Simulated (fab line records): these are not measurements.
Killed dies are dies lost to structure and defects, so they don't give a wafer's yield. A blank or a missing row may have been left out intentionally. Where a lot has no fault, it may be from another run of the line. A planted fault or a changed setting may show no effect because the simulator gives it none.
fab line records | flow gf180mcu
[record] lots = 11 | wafers = 33 | last-day = 34
route steps=602 shown POLY_GATE@158 HV_LDD@213 NSD@244 SAB@277
lots that met no fault: from a run of the same line without faults
start-h: hours from the record's opening day to when the first of the lot's shown wafers began | wait-h: hours elapsed since this lot's preceding step | " unchanged from the row above | L1.1+2: several wafers, shown together as one row | - value missing, or start not given | * or withheld: withheld | < > ~ a bound
route shown NAME@n: NAME is a module with steps in the file, n the number in the route of the first one | usual: mean/standard deviation taken from wafers without a fault | same: alike in all rows | chamber/n: place in a boat | sites: the reading at each site | _std_site: the standard deviation of these | _edge_site: mean of outer sites minus mean of inner sites | radius-mm: how far each site lies from the wafer's centre | mask NAME#n: copy n | behind: the most recent tool/chamber to have shaped the wafer | hold: why the lot was held/for how many hours/how that ended | device: names the non-switching transistor (n, p or np) | end of line: tests run on the same wafers once the route is complete | where a step has no rows: the recipe by itself | killed: at the first sort, the dies lost to defects and structure; wafer yield is something else | map: dies across one wafer; x = killed, . = not, _ = none there
set.NAME: the run value of the setting; set.NAME@STEP: its run value at that earlier step | model.NAME: the simulator's own value behind a step, which no gauge read
the route's steps for a sample of lots (tables are steps, rows are wafers)
services: from which hour (start-h, from the record's first day; less than 0 if before it) a tool's chamber was out of use, for how many hours, and why
[[steps]]
[step GF_POLY_GATE_THK_MEAS_01]
[recipe] reads = poly-Si_of_POLY_GATE_CVD_00
[usual] POLY_GATE_CVD_00_THK = 194.5/1.4
lot.wafer | tool          | chamber | start-h | wait-h | POLY_GATE_CVD_00_THK[nm]
L180.1    | film-metro-02 | -       | 185.53  | 0.0    | 192.4
L180.2    | "             | -       | "       | "      | 194.4
L180.3    | "             | -       | "       | "      | 193.5
L181.1    | film-metro-04 | -       | 190.91  | 0.0    | 193.3
L181.4    | "             | -       | "       | "      | 192.9
L181.5    | "             | -       | "       | "      | 192.7
L183.2    | film-metro-02 | -       | 207.85  | 0.0    | 198.0
L183.3    | "             | -       | "       | "      | 195.6
L183.5    | "             | -       | "       | "      | 196.1
L185.1    | film-metro-01 | -       | 228.00  | 0.0    | 193.3
L185.2    | "             | -       | "       | "      | 195.0
L185.4    | "             | -       | "       | "      | 195.2
L186.1    | film-metro-01 | -       | 229.93  | 0.0    | 193.2
L186.4    | "             | -       | "       | "      | 193.0
L186.5    | "             | -       | "       | "      | 193.5
L189.2    | film-metro-01 | -       | 252.56  | 0.0    | 194.1
L189.3    | "             | -       | "       | "      | 194.5
L189.4    | "             | -       | "       | "      | 194.0
L192.1    | film-metro-02 | -       | 277.85  | 0.0    | 194.4
L192.2    | "             | -       | "       | "      | 193.6
L192.6    | "             | -       | "       | "      | 193.8
L197.1    | film-metro-02 | -       | 306.97  | 0.0    | 196.6
L197.3    | "             | -       | "       | "      | 197.1
L197.5    | "             | -       | "       | "      | 197.1
L199.2    | film-metro-02 | -       | 321.56  | 0.0    | 192.5
L199.4    | "             | -       | "       | "      | 195.6
L199.6    | "             | -       | "       | "      | 194.1
L201.3    | film-metro-04 | -       | 338.20  | 0.0    | 195.3
L201.4    | "             | -       | "       | "      | 193.4
L201.6    | "             | -       | "       | "      | 194.4
L202.2    | film-metro-01 | -       | 346.51  | 0.0    | 196.1
L202.5    | "             | -       | "       | "      | 197.1
L202.6    | "             | -       | "       | "      | 196.0
[step GF_HV_LDD_STRIP_37]
[recipe] chemistry = O2/N2 | power-w = 1400 | pressure-mtorr = 1500 | platen-temp-c = 250 | o2-flow-sccm = 3000 | n2-flow-sccm = 300 | overash-fraction = 0.5
[usual] drypump-motor-current-A = 6.0/0.42 | heater-power-w = 319/45 | oes-product-au = 0.715/0.0043 | strip-time-to-endpoint-s = 12.78/0.034
lot.wafer | tool            | chamber | start-h | wait-h | drypump-motor-current-A | heater-power-w | oes-product-au | rf-hours-counter-h | strip-time-to-endpoint-s
L180.1    | plasma-asher-02 | 1       | 260.79  | 0.1    | 6.0                     | 337            | 0.714          | 64                 | 12.74
L180.2    | "               | 0       | "       | "      | 5.8                     | 296            | 0.718          | 64                 | 12.72
L180.3    | "               | 0       | "       | "      | 5.8                     | 297            | 0.717          | -                  | 12.69
L181.1    | plasma-asher-01 | 0       | 267.34  | 0.1    | 5.4                     | 326            | 0.709          | 15                 | 12.73
L181.4    | "               | 1       | "       | "      | 6.1                     | 308            | 0.716          | -                  | 12.72
L181.5    | "               | 1       | "       | "      | 6.1                     | 314            | 0.723          | -                  | 12.75
L183.2    | plasma-asher-03 | 0       | 285.53  | 0.1    | 6.1                     | 247            | 0.721          | 48                 | 12.78
L183.3    | "               | 0       | "       | "      | 6.1                     | 252            | 0.720          | -                  | 12.80
L183.5    | "               | 0       | "       | "      | 6.1                     | 245            | 0.713          | -                  | 12.77
L185.1    | plasma-asher-01 | 0       | 307.63  | 0.1    | 5.4                     | 322            | 0.712          | 19                 | 12.80
L185.2    | "               | 1       | "       | "      | 6.1                     | 300            | 0.716          | 19                 | 12.78
L185.4    | "               | 1       | "       | "      | 6.1                     | 310            | 0.716          | -                  | 12.81
L186.1    | plasma-asher-01 | 0       | 309.06  | 0.1    | 5.4                     | 321            | 0.712          | 19                 | 12.82
L186.4    | "               | 1       | "       | "      | 6.1                     | 306            | 0.704          | -                  | 12.78
L186.5    | "               | 0       | "       | "      | 5.4                     | 330            | 0.716          | -                  | 12.78
L189.2    | plasma-asher-01 | 0       | 337.71  | 0.1    | 5.4                     | 323            | 0.725          | 22                 | 12.77
L189.3    | "               | 1       | "       | "      | 6.1                     | 309            | 0.717          | -                  | 12.79
L189.4    | "               | 0       | "       | "      | 5.4                     | 329            | 0.713          | -                  | 12.77
L192.1    | plasma-asher-02 | 1       | 363.61  | 0.1    | 5.9                     | 340            | 0.721          | 75                 | 12.81
L192.2    | "               | 0       | "       | "      | 5.8                     | 296            | 0.710          | 75                 | 12.82
L192.6    | "               | 1       | "       | "      | 6.0                     | 344            | 0.712          | -                  | 12.79
L197.1    | plasma-asher-01 | 0       | 396.99  | 0.1    | 5.4                     | 323            | 0.716          | 28                 | 12.79
L197.3    | "               | 0       | "       | "      | 5.4                     | 321            | 0.715          | -                  | 12.79
L197.5    | "               | 0       | "       | "      | 5.4                     | 322            | 0.716          | -                  | 12.78
L199.2    | plasma-asher-03 | 1       | 415.02  | 0.1    | 6.7                     | 401            | 0.714          | 63                 | 12.73
L199.4    | "               | 1       | "       | "      | 6.7                     | 406            | 0.718          | -                  | 12.80
L199.6    | "               | 1       | "       | "      | 6.7                     | 405            | 0.716          | -                  | 12.76
L201.3    | plasma-asher-03 | 1       | 431.71  | 0.1    | 6.7                     | 406            | 0.713          | -                  | 12.77
L201.4    | "               | 0       | "       | "      | 6.1                     | 250            | 0.719          | -                  | 12.76
L201.6    | "               | 0       | "       | "      | 6.1                     | 244            | 0.720          | -                  | 12.79
L202.2    | plasma-asher-03 | 1       | 441.49  | 0.1    | 6.7                     | 402            | 0.720          | 66                 | 12.81
L202.5    | "               | 1       | "       | "      | 6.7                     | 400            | 0.714          | -                  | 12.75
L202.6    | "               | 0       | "       | "      | 6.1                     | 246            | 0.717          | -                  | 12.71
[step GF_NSD_IMPLANT_09]
[recipe] species = As | energy-kev = 60 | dose-cm2 = 4e+15 | tilt-deg = 7
[usual] beam-energy-keV = 60.003/0.019 | beam-on-s = 19.1/1.9
lot.wafer | tool         | chamber | start-h | wait-h | beam-energy-keV | beam-on-s
L180.1    | implanter-02 | 0       | 303.93  | 0.0    | 59.966          | 18.3
L180.2    | "            | 0       | "       | "      | 60.014          | 17.5
L180.3    | "            | 0       | "       | "      | 60.002          | 17.7
L181.1    | implanter-01 | 0       | 311.91  | 0.0    | 60.009          | 17.7
L181.4    | "            | 0       | "       | "      | 59.989          | 18.3
L181.5    | "            | 0       | "       | "      | 59.978          | 17.2
L183.2    | implanter-01 | 0       | 330.64  | 0.0    | 60.022          | 18.2
L183.3    | "            | 0       | "       | "      | 60.003          | 18.1
L183.5    | "            | 0       | "       | "      | 59.994          | 18.4
L185.1    | implanter-01 | 0       | 352.83  | 0.0    | 60.018          | 17.8
L185.2    | "            | 0       | "       | "      | 59.996          | 18.6
L185.4    | "            | 0       | "       | "      | 59.983          | 17.8
L186.1    | implanter-02 | 0       | 354.68  | 0.0    | 60.039          | 18.0
L186.4    | "            | 0       | "       | "      | 60.031          | 17.9
L186.5    | "            | 0       | "       | "      | 60.012          | 18.1
L189.2    | implanter-02 | 0       | 384.43  | 0.0    | 56.789          | 17.9
L189.3    | "            | 0       | "       | "      | 56.787          | 17.4
L189.4    | "            | 0       | "       | "      | 56.809          | 17.5
L192.1    | implanter-02 | 0       | 412.56  | 0.0    | 56.814          | 17.9
L192.2    | "            | 0       | "       | "      | 56.767          | 17.9
L192.6    | "            | 0       | "       | "      | 56.764          | 17.9
L197.1    | implanter-03 | 0       | 448.01  | 0.0    | 60.002          | 23.1
L197.3    | "            | 0       | "       | "      | 60.020          | 22.4
L197.5    | "            | 0       | "       | "      | 60.024          | 22.1
L199.2    | implanter-01 | 0       | 466.99  | 0.0    | 60.013          | 17.8
L199.4    | "            | 0       | "       | "      | 59.990          | 18.7
L199.6    | "            | 0       | "       | "      | 59.970          | 17.5
L201.3    | implanter-03 | 0       | 483.96  | 0.1    | 59.991          | 22.9
L201.4    | "            | 0       | "       | "      | 60.004          | 22.2
L201.6    | "            | 0       | "       | "      | 60.027          | 22.0
L202.2    | implanter-02 | 0       | 493.79  | 0.0    | 59.984          | 17.3
L202.5    | "            | 0       | "       | "      | 60.006          | 18.1
L202.6    | "            | 0       | "       | "      | 59.974          | 17.7
[step GF_NSD_STRIP_11]
[recipe] chemistry = O2/N2 | power-w = 1400 | pressure-mtorr = 1500 | platen-temp-c = 250 | o2-flow-sccm = 3000 | n2-flow-sccm = 300 | overash-fraction = 0.5
[usual] drypump-motor-current-A = 5.9/0.58 | heater-power-w = 325/39 | oes-product-au = 0.486/0.0046 | strip-time-to-endpoint-s = 22.95/0.037
lot.wafer | tool            | chamber | start-h | wait-h | drypump-motor-current-A | heater-power-w | oes-product-au | rf-hours-counter-h | strip-time-to-endpoint-s
L180.1    | plasma-asher-03 | 0       | 304.23  | 0.1    | 6.1                     | 248            | 0.488          | 50                 | 22.93
L180.2    | "               | 1       | "       | "      | 6.7                     | 411            | 0.487          | 50                 | 22.92
L180.3    | "               | 1       | "       | "      | 6.7                     | 404            | 0.491          | -                  | 22.92
L181.1    | plasma-asher-03 | 1       | 312.21  | 0.1    | 6.7                     | 408            | 0.485          | 51                 | 22.97
L181.4    | "               | 0       | "       | "      | 6.1                     | 255            | 0.486          | -                  | 22.97
L181.5    | "               | 1       | "       | "      | 6.7                     | 390            | 0.491          | -                  | 22.95
L183.2    | plasma-asher-03 | 0       | 330.91  | 0.1    | 6.1                     | 254            | 0.479          | 53                 | 22.98
L183.3    | "               | 0       | "       | "      | 6.1                     | 250            | 0.488          | -                  | 22.98
L183.5    | "               | 1       | "       | "      | 6.7                     | 403            | 0.488          | -                  | 23.05
L185.1    | plasma-asher-04 | 0       | 353.13  | 0.1    | 5.1                     | 316            | 0.486          | 70                 | 22.92
L185.2    | "               | 1       | "       | "      | 6.2                     | 336            | 0.480          | 70                 | 22.92
L185.4    | "               | 1       | "       | "      | 6.2                     | 338            | 0.488          | -                  | 22.94
L186.1    | plasma-asher-04 | 1       | 354.98  | 0.1    | 6.2                     | 328            | 0.478          | 70                 | 22.94
L186.4    | "               | 0       | "       | "      | 5.1                     | 325            | 0.486          | -                  | 22.96
L186.5    | "               | 0       | "       | "      | 5.1                     | 313            | 0.482          | -                  | 22.95
L189.2    | plasma-asher-04 | 1       | 384.71  | 0.1    | 6.3                     | 326            | 0.493          | 73                 | 22.55
L189.3    | "               | 1       | "       | "      | 6.2                     | 337            | 0.485          | -                  | 22.54
L189.4    | "               | 0       | "       | "      | 5.1                     | 322            | 0.494          | -                  | 22.53
L192.1    | plasma-asher-04 | 0       | 412.86  | 0.1    | 5.0                     | 318            | 0.497          | 74                 | 22.49
L192.2    | "               | 1       | "       | "      | 6.2                     | 337            | 0.488          | 74                 | 22.52
L192.6    | "               | 0       | "       | "      | 5.0                     | 322            | 0.482          | -                  | 22.51
L197.1    | plasma-asher-03 | 1       | 448.31  | 0.1    | 6.7                     | 404            | 0.485          | 66                 | 22.96
L197.3    | "               | 1       | "       | "      | 6.7                     | 403            | 0.489          | -                  | 22.95
L197.5    | "               | 1       | "       | "      | 6.7                     | 403            | 0.490          | -                  | 22.94
L199.2    | plasma-asher-02 | 1       | 467.26  | 0.1    | 6.0                     | 334            | 0.487          | 4                  | 22.88
L199.4    | "               | 0       | "       | "      | 5.9                     | 311            | 0.487          | -                  | 22.86
L199.6    | "               | 0       | "       | "      | 5.8                     | 313            | 0.491          | -                  | 22.88
L201.3    | plasma-asher-03 | 0       | 484.24  | 0.1    | 6.1                     | 252            | 0.491          | -                  | 22.98
L201.4    | "               | 1       | "       | "      | 6.7                     | 395            | 0.481          | -                  | 23.00
L201.6    | "               | 1       | "       | "      | 6.7                     | 401            | 0.480          | -                  | 23.01
L202.2    | plasma-asher-04 | 1       | 494.06  | 0.1    | 6.2                     | 334            | 0.484          | 84                 | 22.99
L202.5    | "               | 1       | "       | "      | 6.2                     | 338            | 0.489          | -                  | 23.01
L202.6    | "               | 0       | "       | "      | 5.0                     | 313            | 0.487          | -                  | 22.96
[step GF_PSD_RS_MEAS_14]
[recipe] thk-meas-gauge = four-point-probe
[usual] NSD_RS = 46.11/0.081
lot.wafer | tool          | chamber | start-h | wait-h | hold                     | NSD_RS[ohm/sq]
L180.1    | film-metro-01 | -       | 325.94  | 0.1    | -                        | 45.98
L180.2    | "             | -       | "       | "      | -                        | 45.99
L180.3    | "             | -       | "       | "      | -                        | 45.97
L181.1    | film-metro-01 | -       | 333.85  | 0.1    | -                        | 45.93
L181.4    | "             | -       | "       | "      | -                        | 46.07
L181.5    | "             | -       | "       | "      | -                        | 46.04
L183.2    | film-metro-01 | -       | 351.67  | 0.1    | -                        | 46.19
L183.3    | "             | -       | "       | "      | -                        | 46.14
L183.5    | "             | -       | "       | "      | -                        | 46.14
L185.1    | film-metro-03 | -       | 375.89  | 0.1    | -                        | 46.14
L185.2    | "             | -       | "       | "      | -                        | 46.01
L185.4    | "             | -       | "       | "      | -                        | 46.03
L186.1    | film-metro-03 | -       | 377.86  | 0.1    | -                        | 46.13
L186.4    | "             | -       | "       | "      | -                        | 46.19
L186.5    | "             | -       | "       | "      | -                        | 46.24
L189.2    | film-metro-04 | -       | 408.61  | 0.1    | await-dispo/0.2h/release | 47.02
L189.3    | "             | -       | "       | "      | await-dispo/0.2h/release | 47.03
L189.4    | "             | -       | "       | "      | await-dispo/0.2h/release | 46.90
L189.2    | film-metro-04 | -       | 408.90  | 0.3    | -                        | 46.94
L189.3    | "             | -       | "       | "      | -                        | 47.00
L189.4    | "             | -       | "       | "      | -                        | 47.00
L192.1    | film-metro-01 | -       | 437.58  | 0.1    | await-dispo/0.2h/release | 47.12
L192.2    | "             | -       | "       | "      | await-dispo/0.2h/release | 47.07
L192.6    | "             | -       | "       | "      | await-dispo/0.2h/release | 47.04
L192.1    | film-metro-01 | -       | 437.87  | 0.3    | -                        | 47.12
L192.2    | "             | -       | "       | "      | -                        | 47.06
L192.6    | "             | -       | "       | "      | -                        | 47.05
L197.1    | film-metro-03 | -       | 472.98  | 0.1    | -                        | 46.12
L197.3    | "             | -       | "       | "      | -                        | 46.13
L197.5    | "             | -       | "       | "      | -                        | 46.09
L199.2    | film-metro-03 | -       | 492.52  | 0.1    | -                        | 46.00
L199.4    | "             | -       | "       | "      | -                        | 46.01
L199.6    | "             | -       | "       | "      | -                        | 45.99
L201.3    | film-metro-03 | -       | 508.17  | 0.1    | -                        | 46.24
L201.4    | "             | -       | "       | "      | -                        | 46.16
L201.6    | "             | -       | "       | "      | -                        | 46.17
L202.2    | film-metro-04 | -       | 518.35  | 0.1    | -                        | 46.19
L202.5    | "             | -       | "       | "      | -                        | 46.08
L202.6    | "             | -       | "       | "      | -                        | 46.09
[step GF_SAB_STRIP_13]
[recipe] chemistry = O2/N2 | power-w = 1400 | pressure-mtorr = 1500 | platen-temp-c = 250 | o2-flow-sccm = 3000 | n2-flow-sccm = 300 | overash-fraction = 0.5
[usual] drypump-motor-current-A = 5.9/0.52 | heater-power-w = 322/46 | oes-product-au = 0.710/0.0043 | strip-time-to-endpoint-s = 12.62/0.037
lot.wafer | tool            | chamber | start-h | wait-h | drypump-motor-current-A | heater-power-w | oes-product-au | rf-hours-counter-h | strip-time-to-endpoint-s
L180.1    | plasma-asher-03 | 1       | 346.94  | 0.0    | 6.7                     | 401            | 0.707          | 55                 | 12.62
L180.2    | "               | 0       | "       | "      | 6.1                     | 252            | 0.710          | 55                 | 12.60
L180.3    | "               | 0       | "       | "      | 6.1                     | 250            | 0.713          | -                  | 12.61
L181.1    | plasma-asher-03 | 1       | 355.19  | 0.0    | 6.7                     | 408            | 0.702          | 56                 | 12.63
L181.4    | "               | 1       | "       | "      | 6.7                     | 404            | 0.709          | -                  | 12.62
L181.5    | "               | 0       | "       | "      | 6.1                     | 249            | 0.709          | -                  | 12.57
L183.2    | plasma-asher-03 | 1       | 373.99  | 0.0    | 6.7                     | 400            | 0.702          | 58                 | 12.60
L183.3    | "               | 1       | "       | "      | 6.7                     | 403            | 0.714          | -                  | 12.63
L183.5    | "               | 0       | "       | "      | 6.1                     | 244            | 0.699          | -                  | 12.60
L185.1    | plasma-asher-03 | 1       | 399.14  | 0.0    | 6.7                     | 410            | 0.717          | 61                 | 12.60
L185.2    | "               | 0       | "       | "      | 6.1                     | 248            | 0.705          | 61                 | 12.60
L185.4    | "               | 0       | "       | "      | 6.1                     | 253            | 0.710          | -                  | 12.62
L186.1    | plasma-asher-01 | 0       | 400.86  | 0.0    | 5.4                     | 323            | 0.708          | 29                 | 12.65
L186.4    | "               | 0       | "       | "      | 5.4                     | 323            | 0.709          | -                  | 12.63
L186.5    | "               | 0       | "       | "      | 5.4                     | 320            | 0.708          | -                  | 12.64
L189.2    | plasma-asher-01 | 1       | 432.99  | 0.0    | 6.1                     | 313            | 0.707          | 32                 | 12.62
L189.3    | "               | 0       | "       | "      | 5.4                     | 327            | 0.710          | -                  | 12.62
L189.4    | "               | 1       | "       | "      | 6.1                     | 309            | 0.708          | -                  | 12.58
L192.1    | plasma-asher-04 | 1       | 462.52  | 0.0    | 6.2                     | 332            | 0.712          | 80                 | 12.59
L192.2    | "               | 0       | "       | "      | 5.1                     | 325            | 0.704          | 80                 | 12.58
L192.6    | "               | 1       | "       | "      | 6.3                     | 338            | 0.712          | -                  | 12.53
L197.1    | plasma-asher-01 | 0       | 497.39  | 0.0    | 5.4                     | 312            | 0.708          | 38                 | 12.61
L197.3    | "               | 0       | "       | "      | 5.4                     | 323            | 0.708          | -                  | 12.62
L197.5    | "               | 1       | "       | "      | 6.1                     | 308            | 0.708          | -                  | 12.62
L199.2    | plasma-asher-03 | 1       | 516.62  | 0.0    | 6.7                     | 406            | 0.708          | 73                 | 12.61
L199.4    | "               | 0       | "       | "      | 6.1                     | 248            | 0.709          | -                  | 12.63
L199.6    | "               | 1       | "       | "      | 6.7                     | 407            | 0.714          | -                  | 12.56
L201.3    | plasma-asher-01 | 1       | 531.22  | 0.0    | 6.1                     | 325            | 0.711          | -                  | 12.54
L201.4    | "               | 0       | "       | "      | 5.4                     | 325            | 0.705          | -                  | 12.56
L201.6    | "               | 0       | "       | "      | 5.4                     | 315            | 0.708          | -                  | 12.57
L202.2    | plasma-asher-03 | 0       | 541.74  | 0.0    | 6.1                     | 244            | 0.714          | 76                 | 12.60
L202.5    | "               | 1       | "       | "      | 6.7                     | 405            | 0.707          | -                  | 12.55
L202.6    | "               | 0       | "       | "      | 6.1                     | 249            | 0.709          | -                  | 12.57
[[services]]
tool            | chamber | start-h | hours | kind
implanter-03    | -       | 242.85  | 6.2   | repair
implanter-03    | -       | 270.23  | 3.2   | repair
plasma-asher-01 | -       | 283.55  | 2.8   | pm
implanter-03    | -       | 288.32  | 1.3   | repair
implanter-03    | -       | 299.21  | 18.1  | repair
plasma-asher-04 | -       | 388.35  | 2.8   | pm
implanter-01    | -       | 391.15  | 1.7   | repair
implanter-02    | -       | 395.31  | 3.2   | pm
plasma-asher-04 | -       | 399.21  | 13.2  | repair
implanter-03    | -       | 406.52  | 1.2   | repair
implanter-03    | -       | 415.57  | 5.9   | pm
plasma-asher-02 | -       | 421.25  | 9.0   | pm
plasma-asher-01 | -       | 449.42  | 8.5   | repair
plasma-asher-02 | -       | 459.60  | 0.7   | repair
plasma-asher-04 | -       | 476.50  | 1.3   | repair
implanter-01    | -       | 480.90  | 1.9   | repair
plasma-asher-03 | -       | 492.77  | 2.5   | repair
implanter-01    | -       | 496.52  | 3.1   | pm
implanter-02    | -       | 498.07  | 3.5   | pm
implanter-01    | -       | 502.43  | 2.6   | repair
implanter-02    | -       | 511.63  | 2.1   | repair
implanter-01    | -       | 519.37  | 14.1  | pm
plasma-asher-04 | -       | 521.02  | 1.2   | repair
implanter-03    | -       | 524.15  | 1.7   | repair
[[key]]
[first-sign] step = GF_NSD_IMPLANT_09 | reading = beam-energy-keV | direction = down | sigmas = 99+ | usual = 60.003 | struck = 56.788
[effect] step = GF_NSD_STRIP_11 | reading = strip-time-to-endpoint-s | direction = down | sigmas = 12 | usual = * | struck = *
[effect] step = GF_PSD_RS_MEAS_14 | reading = visit | direction = added
[effect] step = GF_PSD_RS_MEAS_14 | reading = NSD_RS | direction = up | sigmas = 11 | usual = 46.11 | struck = 47.03
met-at GF_NSD_IMPLANT_09
struck-lots L189,L192
tester-left-out L189,L192
not-acting-at GF_POLY_GATE_THK_MEAS_01,GF_HV_LDD_STRIP_37,GF_SAB_STRIP_13
onset-between 354.68 384.43
[fault] kind = process-parameter-drift | tool = implanter-02 | chamber = - | onset-h = 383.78 | steps = GF_NSD_IMPLANT_09 | channel = energy-kev | offset = -3.2161 | shape = step | end-h = 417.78 | acts-in = these-recipes-only | stated = 60
// tester-left-out: of these lots the tester's yield and bins aren't shown, on N5 and GAA mostly nor the transistor test; their killed dies are dies lost to structure and defects alone, not to doping, threshold or leakage, so they don't give the yield
